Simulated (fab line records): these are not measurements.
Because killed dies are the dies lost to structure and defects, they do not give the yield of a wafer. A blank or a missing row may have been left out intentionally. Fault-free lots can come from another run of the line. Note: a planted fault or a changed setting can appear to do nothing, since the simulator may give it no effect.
What tool caused it? :: flow gf180mcu :: 24 lots with 72 wafers sampled at 6 steps, on a route of 602 steps

== WHAT THE GAUGES SHOWED, per wafer ==
GF_HV_LDD_OVL_MEAS_32.
lot: L074
measured: day 11 08:55
on: overlay-01
HV_LDD_02_OVL (nm): -0.8 0.4 1.5

lot: L075
measured: day 11 15:35
on: overlay-02
HV_LDD_02_OVL (nm): -0.3 0.1 0.5

lot: L076
measured: day 11 23:56
on: overlay-01
HV_LDD_02_OVL (nm): 0.4 1.0 1.4

lot: L077
measured: day 12 12:38
on: overlay-02
HV_LDD_02_OVL (nm): -0.5 -0.3 0.4

lot: L078
measured: day 12 22:14
on: overlay-01
HV_LDD_02_OVL (nm): -0.4 -3.2 -2.3

lot: L079
measured: day 13 09:45
on: overlay-02
HV_LDD_02_OVL (nm): 1.0 1.7 1.2

lot: L080
measured: day 13 16:47
on: overlay-01
HV_LDD_02_OVL (nm): -0.8 0.3 -1.2

lot: L081
measured: day 13 21:59
on: overlay-02
HV_LDD_02_OVL (nm): 0.9 1.5 -0.1

lot: L082
measured: day 14 12:44
on: overlay-01
HV_LDD_02_OVL (nm): 0.5 0.0 1.0

lot: L083
measured: day 14 20:08
on: overlay-02
HV_LDD_02_OVL (nm): 0.3 0.5 -0.5

lot: L084
measured: day 15 00:11
on: overlay-02
HV_LDD_02_OVL (nm): -1.6 -1.8 -1.9

lot: L085
measured: day 15 03:07
on: overlay-02
HV_LDD_02_OVL (nm): 0.2 1.2 -0.4

lot: L086
measured: day 15 11:02
on: overlay-01
HV_LDD_02_OVL (nm): 1.2 1.8 1.6

lot: L087
measured: day 15 18:35
on: overlay-01
HV_LDD_02_OVL (nm): 0.9 -0.2 -0.3

lot: L088
measured: day 16 05:02
on: overlay-02
HV_LDD_02_OVL (nm): -2.6 -2.7 -3.5

lot: L089
measured: day 16 10:53
on: overlay-01
HV_LDD_02_OVL (nm): 1.4 1.7 -0.2

lot: L090
measured: day 16 17:17
on: overlay-02
HV_LDD_02_OVL (nm): 1.5 2.7 0.8

lot: L091
measured: day 16 23:39
on: overlay-02
HV_LDD_02_OVL (nm): 0.3 -0.8 1.1

lot: L092
measured: day 17 07:56
on: overlay-01
HV_LDD_02_OVL (nm): 1.3 0.5 -0.1

lot: L093
measured: day 17 17:43
on: overlay-01
HV_LDD_02_OVL (nm): -0.8 0.6 -2.5

lot: L094
measured: day 18 00:14
on: overlay-02
HV_LDD_02_OVL (nm): 0.9 0.5 2.4

lot: L095
measured: day 18 15:59
on: overlay-02
HV_LDD_02_OVL (nm): 0.6 0.1 0.4

lot: L096
measured: day 18 21:06
on: overlay-01
HV_LDD_02_OVL (nm): -0.1 1.0 0.1

lot: L097
measured: day 19 02:59
on: overlay-02
HV_LDD_02_OVL (nm): 0.9 2.1 1.2

GF_SAB_THK_MEAS_01.
lot: L074
measured: day 14 00:18
on: film_metro-01
SAB_CVD_00_THK (nm): 49.5 50.3 50.5

lot: L075
measured: day 14 09:59
on: film_metro-04
SAB_CVD_00_THK (nm): 50.4 50.5 50.8

lot: L076
measured: day 14 19:36
on: film_metro-04
SAB_CVD_00_THK (nm): 49.7 49.8 49.9

lot: L077
measured: day 15 07:16
on: film_metro-03
SAB_CVD_00_THK (nm): 50.5 50.0 51.0

lot: L078
measured: day 15 16:44
on: film_metro-01
SAB_CVD_00_THK (nm): 48.6 49.4 49.8

lot: L079
measured: day 16 06:26
on: film_metro-04
SAB_CVD_00_THK (nm): 50.5 49.5 50.2

lot: L080
measured: day 16 14:32
on: film_metro-03
SAB_CVD_00_THK (nm): 48.7 49.3 50.4

lot: L081
measured: day 16 21:33
on: film_metro-01
SAB_CVD_00_THK (nm): 49.4 49.4 49.6

lot: L082
measured: day 17 13:37
on: film_metro-04
SAB_CVD_00_THK (nm): 49.2 49.7 50.1

lot: L083
measured: day 17 21:56
on: film_metro-03
SAB_CVD_00_THK (nm): 49.7 50.8 50.6

lot: L084
measured: day 17 22:50
on: film_metro-03
SAB_CVD_00_THK (nm): 49.9 50.5 50.4

lot: L085
measured: day 18 03:16
on: film_metro-01
SAB_CVD_00_THK (nm): 49.9 50.3 50.8

lot: L086
measured: day 18 11:56
on: film_metro-04
SAB_CVD_00_THK (nm): 49.8 50.0 50.1

lot: L087
measured: day 18 20:29
on: film_metro-03
SAB_CVD_00_THK (nm): 49.5 49.9 51.0

lot: L088
measured: day 19 09:16
on: film_metro-04
SAB_CVD_00_THK (nm): 49.4 49.2 49.7

lot: L089
measured: day 19 14:55
on: film_metro-03
SAB_CVD_00_THK (nm): 49.8 51.1 51.4

lot: L090
measured: day 19 21:10
on: film_metro-01
SAB_CVD_00_THK (nm): 50.5 50.7 51.5

lot: L091
measured: day 20 04:26
on: film_metro-01
SAB_CVD_00_THK (nm): 49.6 50.6 50.3

lot: L092
measured: day 20 15:05
on: film_metro-04
SAB_CVD_00_THK (nm): 50.1 50.3 50.8

lot: L093
measured: day 20 23:16
on: film_metro-01
SAB_CVD_00_THK (nm): 49.2 49.5 50.5

lot: L094
measured: day 21 05:08
on: film_metro-04
SAB_CVD_00_THK (nm): 50.1 49.7 50.2

lot: L095
measured: day 21 21:14
on: film_metro-03
SAB_CVD_00_THK (nm): 48.9 49.7 51.1

lot: L096
measured: day 22 03:20
on: film_metro-04
SAB_CVD_00_THK (nm): 50.1 50.4 50.7

lot: L097
measured: day 22 08:27
on: film_metro-03
SAB_CVD_00_THK (nm): 49.7 50.6 50.4

GF_V5_THK_MEAS_01.
lot: L074
measured: day 26 03:35
on: film_metro-04
V5_CVD_00_THK (nm): 296.8 302.8 300.3

lot: L075
measured: day 26 12:01
on: film_metro-03
V5_CVD_00_THK (nm): 302.9 299.3 304.2

lot: L076
measured: day 26 20:01
on: film_metro-04
V5_CVD_00_THK (nm): 298.7 301.1 294.5

lot: L077
measured: day 27 07:14
on: film_metro-03
V5_CVD_00_THK (nm): 300.0 296.9 297.8

lot: L078
measured: day 27 17:06
on: film_metro-03
V5_CVD_00_THK (nm): 301.6 303.4 303.2

lot: L079
measured: day 28 04:37
on: film_metro-04
V5_CVD_00_THK (nm): 303.2 298.8 303.1

lot: L080
measured: day 28 13:16
on: film_metro-04
V5_CVD_00_THK (nm): 299.3 299.7 301.9

lot: L081
measured: day 28 19:02
on: film_metro-04
V5_CVD_00_THK (nm): 298.6 297.3 297.3

lot: L082
measured: day 29 10:23
on: film_metro-01
V5_CVD_00_THK (nm): 299.9 299.7 300.4

lot: L083
measured: day 29 15:44
on: film_metro-03
V5_CVD_00_THK (nm): 295.2 293.9 301.6

lot: L084
measured: day 29 15:59
on: film_metro-03
V5_CVD_00_THK (nm): 300.9 299.6 299.7

lot: L085
measured: day 29 19:32
on: film_metro-01
V5_CVD_00_THK (nm): 302.9 300.5 302.9

lot: L086
measured: day 30 01:44
on: film_metro-04
V5_CVD_00_THK (nm): 300.4 296.8 300.0

lot: L087
measured: day 30 09:59
on: film_metro-01
V5_CVD_00_THK (nm): 294.0 297.9 297.6

lot: L088
measured: day 30 15:59
on: film_metro-01
V5_CVD_00_THK (nm): 297.9 299.9 296.8

lot: L089
measured: day 31 00:26
on: film_metro-01
V5_CVD_00_THK (nm): 299.0 297.8 297.7

lot: L090
measured: day 31 03:29
on: film_metro-04
V5_CVD_00_THK (nm): 301.8 300.5 301.1

lot: L091
measured: day 31 09:14
on: film_metro-03
V5_CVD_00_THK (nm): 297.6 302.4 297.3

lot: L092
measured: day 31 14:58
on: film_metro-04
V5_CVD_00_THK (nm): 298.2 299.0 294.5

lot: L093
measured: day 31 23:50
on: film_metro-04
V5_CVD_00_THK (nm): 305.5 303.3 304.4

lot: L094
measured: day 32 05:06
on: film_metro-01
V5_CVD_00_THK (nm): 302.4 300.2 301.2

lot: L095
measured: day 32 20:50
on: film_metro-03
V5_CVD_00_THK (nm): 297.0 295.2 295.6

lot: L096
measured: day 32 20:38
on: film_metro-01
V5_CVD_00_THK (nm): 301.4 305.7 302.5

lot: L097
measured: day 32 22:06
on: film_metro-04
V5_CVD_00_THK (nm): 302.4 300.2 298.6

GF_PASSIVATION_THK_MEAS_01.
lot: L074
measured: day 27 23:32
on: film_metro-03
PASSIVATION_CVD_00_THK (nm): 987 1014 987

lot: L075
measured: day 28 06:50
on: film_metro-02
PASSIVATION_CVD_00_THK (nm): 990 1009 1004

lot: L076
measured: day 28 14:31
on: film_metro-03
PASSIVATION_CVD_00_THK (nm): 994 1012 991

lot: L077
measured: day 29 01:48
on: film_metro-03
PASSIVATION_CVD_00_THK (nm): 977 968 992

lot: L078
measured: day 29 11:14
on: film_metro-02
PASSIVATION_CVD_00_THK (nm): 979 986 991

lot: L079
measured: day 29 23:53
on: film_metro-01
PASSIVATION_CVD_00_THK (nm): 992 989 1009

lot: L080
measured: day 30 08:52
on: film_metro-01
PASSIVATION_CVD_00_THK (nm): 987 983 1009

lot: L081
measured: day 30 11:35
on: film_metro-03
PASSIVATION_CVD_00_THK (nm): 990 997 998

lot: L082
measured: day 31 03:25
on: film_metro-02
PASSIVATION_CVD_00_THK (nm): 982 980 989

lot: L083
measured: day 31 07:14
on: film_metro-03
PASSIVATION_CVD_00_THK (nm): 984 998 1010

lot: L084
measured: day 31 07:31
on: film_metro-03
PASSIVATION_CVD_00_THK (nm): 976 975 1001

lot: L085
measured: day 31 11:26
on: film_metro-01
PASSIVATION_CVD_00_THK (nm): 984 993 1000

lot: L086
measured: day 31 17:10
on: film_metro-01
PASSIVATION_CVD_00_THK (nm): 984 1006 993

lot: L087
measured: day 32 00:36
on: film_metro-02
PASSIVATION_CVD_00_THK (nm): 989 987 1012

lot: L088
measured: day 32 06:04
on: film_metro-02
PASSIVATION_CVD_00_THK (nm): 987 987 1014

lot: L089
measured: day 32 13:41
on: film_metro-01
PASSIVATION_CVD_00_THK (nm): 985 1013 996

lot: L090
measured: day 32 15:30
on: film_metro-01
PASSIVATION_CVD_00_THK (nm): 993 993 1001

lot: L091
measured: day 32 22:30
on: film_metro-01
PASSIVATION_CVD_00_THK (nm): 990 971 1007

lot: L092
measured: day 33 02:50
on: film_metro-02
PASSIVATION_CVD_00_THK (nm): 991 993 1008

lot: L093
measured: day 33 11:37
on: film_metro-01
PASSIVATION_CVD_00_THK (nm): 981 980 1008

lot: L094
measured: day 33 16:34
on: film_metro-03
PASSIVATION_CVD_00_THK (nm): 985 1011 998

lot: L095
measured: day 34 07:21
on: film_metro-01
PASSIVATION_CVD_00_THK (nm): 991 1000 1004

lot: L096
measured: day 34 06:30
on: film_metro-03
PASSIVATION_CVD_00_THK (nm): 982 1004 1009

lot: L097
measured: day 34 07:31
on: film_metro-03
PASSIVATION_CVD_00_THK (nm): 997 997 1013

== TOOL THAT RAN EACH LOT (tool first, then ch and the chambers of the sampled wafers, then the start) ==
lot: L074
GF_HV_LDD_RTA_52: rtp_anneal-01 ch 0, day 12 04:47
GF_SALICIDE_SPUTTER_03: pvd_sputter-04, day 14 21:48

lot: L075
GF_HV_LDD_RTA_52: rtp_anneal-02 ch 0, day 12 12:19
GF_SALICIDE_SPUTTER_03: pvd_sputter-03, day 15 07:22

lot: L076
GF_HV_LDD_RTA_52: rtp_anneal-02 ch 0, day 12 21:02
GF_SALICIDE_SPUTTER_03: pvd_sputter-03, day 15 17:17

lot: L077
GF_HV_LDD_RTA_52: rtp_anneal-01 ch 0, day 13 09:32
GF_SALICIDE_SPUTTER_03: pvd_sputter-01, day 16 05:23

lot: L078
GF_HV_LDD_RTA_52: rtp_anneal-01 ch 0, day 13 18:59
GF_SALICIDE_SPUTTER_03: pvd_sputter-01, day 16 14:29

lot: L079
GF_HV_LDD_RTA_52: rtp_anneal-02 ch 0, day 14 07:17
GF_SALICIDE_SPUTTER_03: pvd_sputter-04, day 17 05:32

lot: L080
GF_HV_LDD_RTA_52: rtp_anneal-01 ch 0, day 14 14:26
GF_SALICIDE_SPUTTER_03: pvd_sputter-03, day 17 13:57

lot: L081
GF_HV_LDD_RTA_52: rtp_anneal-02 ch 0, day 14 19:53
GF_SALICIDE_SPUTTER_03: pvd_sputter-04, day 17 21:26

lot: L082
GF_HV_LDD_RTA_52: rtp_anneal-02 ch 0, day 15 11:02
GF_SALICIDE_SPUTTER_03: pvd_sputter-01, day 18 13:50

lot: L083
GF_HV_LDD_RTA_52: rtp_anneal-02 ch 0, day 15 18:53
GF_SALICIDE_SPUTTER_03: pvd_sputter-04, day 18 22:10

lot: L084
GF_HV_LDD_RTA_52: rtp_anneal-01 ch 0, day 15 22:29
GF_SALICIDE_SPUTTER_03: pvd_sputter-01, day 18 23:25

lot: L085
GF_HV_LDD_RTA_52: rtp_anneal-01 ch 0, day 16 01:41
GF_SALICIDE_SPUTTER_03: pvd_sputter-03, day 19 03:56

lot: L086
GF_HV_LDD_RTA_52: rtp_anneal-02 ch 0, day 16 09:55
GF_SALICIDE_SPUTTER_03: pvd_sputter-04, day 19 12:22

lot: L087
GF_HV_LDD_RTA_52: rtp_anneal-02 ch 0, day 16 17:39
GF_SALICIDE_SPUTTER_03: pvd_sputter-01, day 19 21:40

lot: L088
GF_HV_LDD_RTA_52: rtp_anneal-02 ch 0, day 17 05:00
GF_SALICIDE_SPUTTER_03: pvd_sputter-04, day 20 10:44

lot: L089
GF_HV_LDD_RTA_52: rtp_anneal-02 ch 0, day 17 10:55
GF_SALICIDE_SPUTTER_03: pvd_sputter-03, day 20 15:45

lot: L090
GF_HV_LDD_RTA_52: rtp_anneal-01 ch 0, day 17 17:03
GF_SALICIDE_SPUTTER_03: pvd_sputter-03, day 20 21:54

lot: L091
GF_HV_LDD_RTA_52: rtp_anneal-02 ch 0, day 17 23:56
GF_SALICIDE_SPUTTER_03: pvd_sputter-01, day 21 05:02

lot: L092
GF_HV_LDD_RTA_52: rtp_anneal-02 ch 0, day 18 09:17
GF_SALICIDE_SPUTTER_03: pvd_sputter-01, day 21 14:50

lot: L093
GF_HV_LDD_RTA_52: rtp_anneal-01 ch 0, day 18 18:19
GF_SALICIDE_SPUTTER_03: pvd_sputter-04, day 21 23:12

lot: L094
GF_HV_LDD_RTA_52: rtp_anneal-02 ch 0, day 19 00:47
GF_SALICIDE_SPUTTER_03: pvd_sputter-01, day 22 04:56

lot: L095
GF_HV_LDD_RTA_52: rtp_anneal-02 ch 0, day 19 17:33
GF_SALICIDE_SPUTTER_03: pvd_sputter-03, day 22 21:44

lot: L096
GF_HV_LDD_RTA_52: rtp_anneal-01 ch 0, day 19 23:35
GF_SALICIDE_SPUTTER_03: pvd_sputter-03, day 23 02:55

lot: L097
GF_HV_LDD_RTA_52: rtp_anneal-01 ch 0, day 20 04:49
GF_SALICIDE_SPUTTER_03: pvd_sputter-01, day 23 07:49
- GF_HV_LDD_RTA_52: time 10 s.
- GF_SALICIDE_SPUTTER_03: material TiN, target thk 20 nm, time 16.7 s.

== WHAT THE TOOLS THEMSELVES READ (means of the sampled wafers that have a number; where no wafer has one, the mark that the record gives instead) ==
GF_HV_LDD_RTA_52.
lot: L074
tool: rtp_anneal-01
lamp_power_pct (%): 31.2
wafer_temp_C_max: 1007.0

lot: L075
tool: rtp_anneal-02
lamp_power_pct (%): 37.2
wafer_temp_C_max: 1005.4

lot: L076
tool: rtp_anneal-02
lamp_power_pct (%): 37.2
wafer_temp_C_max: 1006.4

lot: L077
tool: rtp_anneal-01
lamp_power_pct (%): 31.2
wafer_temp_C_max: 1006.4

lot: L078
tool: rtp_anneal-01
lamp_power_pct (%): 31.2
wafer_temp_C_max: 1006.0

lot: L079
tool: rtp_anneal-02
lamp_power_pct (%): 37.3
wafer_temp_C_max: 1006.1

lot: L080
tool: rtp_anneal-01
lamp_power_pct (%): 31.2
wafer_temp_C_max: 1006.0

lot: L081
tool: rtp_anneal-02
lamp_power_pct (%): 37.2
wafer_temp_C_max: 1004.8

lot: L082
tool: rtp_anneal-02
lamp_power_pct (%): 37.3
wafer_temp_C_max: 1005.3

lot: L083
tool: rtp_anneal-02
lamp_power_pct (%): 37.2
wafer_temp_C_max: 1004.9

lot: L084
tool: rtp_anneal-01
lamp_power_pct (%): 31.2
wafer_temp_C_max: 1006.3

lot: L085
tool: rtp_anneal-01
lamp_power_pct (%): 31.2
wafer_temp_C_max: 1005.0

lot: L086
tool: rtp_anneal-02
lamp_power_pct (%): 37.3
wafer_temp_C_max: 1005.6

lot: L087
tool: rtp_anneal-02
lamp_power_pct (%): 37.3
wafer_temp_C_max: 1006.0

lot: L088
tool: rtp_anneal-02
lamp_power_pct (%): 37.2
wafer_temp_C_max: 1006.0

lot: L089
tool: rtp_anneal-02
lamp_power_pct (%): 37.3
wafer_temp_C_max: 1005.9

lot: L090
tool: rtp_anneal-01
lamp_power_pct (%): 31.2
wafer_temp_C_max: 1006.0

lot: L091
tool: rtp_anneal-02
lamp_power_pct (%): 37.3
wafer_temp_C_max: 1004.6

lot: L092
tool: rtp_anneal-02
lamp_power_pct (%): 37.2
wafer_temp_C_max: 1005.4

lot: L093
tool: rtp_anneal-01
lamp_power_pct (%): 31.2
wafer_temp_C_max: 1006.0

lot: L094
tool: rtp_anneal-02
lamp_power_pct (%): 37.3
wafer_temp_C_max: 1006.8

lot: L095
tool: rtp_anneal-02
lamp_power_pct (%): 37.2
wafer_temp_C_max: 1005.5

lot: L096
tool: rtp_anneal-01
lamp_power_pct (%): 31.2
wafer_temp_C_max: 1006.7

lot: L097
tool: rtp_anneal-01
lamp_power_pct (%): 31.2
wafer_temp_C_max: 1004.8

GF_SALICIDE_SPUTTER_03.
lot: L074
tool: pvd_sputter-04
throttle_valve_pct (%): 30.8

lot: L075
tool: pvd_sputter-03
throttle_valve_pct (%): 29.8

lot: L076
tool: pvd_sputter-03
throttle_valve_pct (%): 29.3

lot: L077
tool: pvd_sputter-01
throttle_valve_pct (%): 29.3

lot: L078
tool: pvd_sputter-01
throttle_valve_pct (%): 29.7

lot: L079
tool: pvd_sputter-04
throttle_valve_pct (%): 30.8

lot: L080
tool: pvd_sputter-03
throttle_valve_pct (%): 29.9

lot: L081
tool: pvd_sputter-04
throttle_valve_pct (%): 30.6

lot: L082
tool: pvd_sputter-01
throttle_valve_pct (%): 30.5

lot: L083
tool: pvd_sputter-04
throttle_valve_pct (%): 30.5

lot: L084
tool: pvd_sputter-01
throttle_valve_pct (%): 29.6

lot: L085
tool: pvd_sputter-03
throttle_valve_pct (%): 29.7

lot: L086
tool: pvd_sputter-04
throttle_valve_pct (%): 30.6

lot: L087
tool: pvd_sputter-01
throttle_valve_pct (%): 30.3

lot: L088
tool: pvd_sputter-04
throttle_valve_pct (%): 30.5

lot: L089
tool: pvd_sputter-03
throttle_valve_pct (%): 30.0

lot: L090
tool: pvd_sputter-03
throttle_valve_pct (%): 30.1

lot: L091
tool: pvd_sputter-01
throttle_valve_pct (%): 29.6

lot: L092
tool: pvd_sputter-01
throttle_valve_pct (%): 30.2

lot: L093
tool: pvd_sputter-04
throttle_valve_pct (%): 30.5

lot: L094
tool: pvd_sputter-01
throttle_valve_pct (%): 30.5

lot: L095
tool: pvd_sputter-03
throttle_valve_pct (%): 30.1

lot: L096
tool: pvd_sputter-03
throttle_valve_pct (%): 29.8

lot: L097
tool: pvd_sputter-01
throttle_valve_pct (%): 30.2

== THE ANSWER, worked out from the rows above alone ==
Rule: what is usual is taken from the lots themselves. Put in order of their means at a reading, lots are off if they are a third of the lots or fewer, leave a main group of 4 or more, and stand apart from it by a gap of 3 or more times the standard deviation of the main group's means; of several such gaps the widest counts. A main group is skipped when, at the precision printed for the reading in the tables above, its means are all equal. Also off: a lot with no number at a reading for which 4 or more lots have one. All remaining lots with rows at the step are treated as sound. After the gauges, taken in route order, come the tools' own readings; for these a lot's mean is taken, as printed above. At the first step where some lot is off, the reading lying furthest off is the one used; lots without a number count as furthest.
No lot is off at any reading shown: from this, nothing can be told.

== WHAT HAD BEEN PUT IN BY THE SIMULATOR ==
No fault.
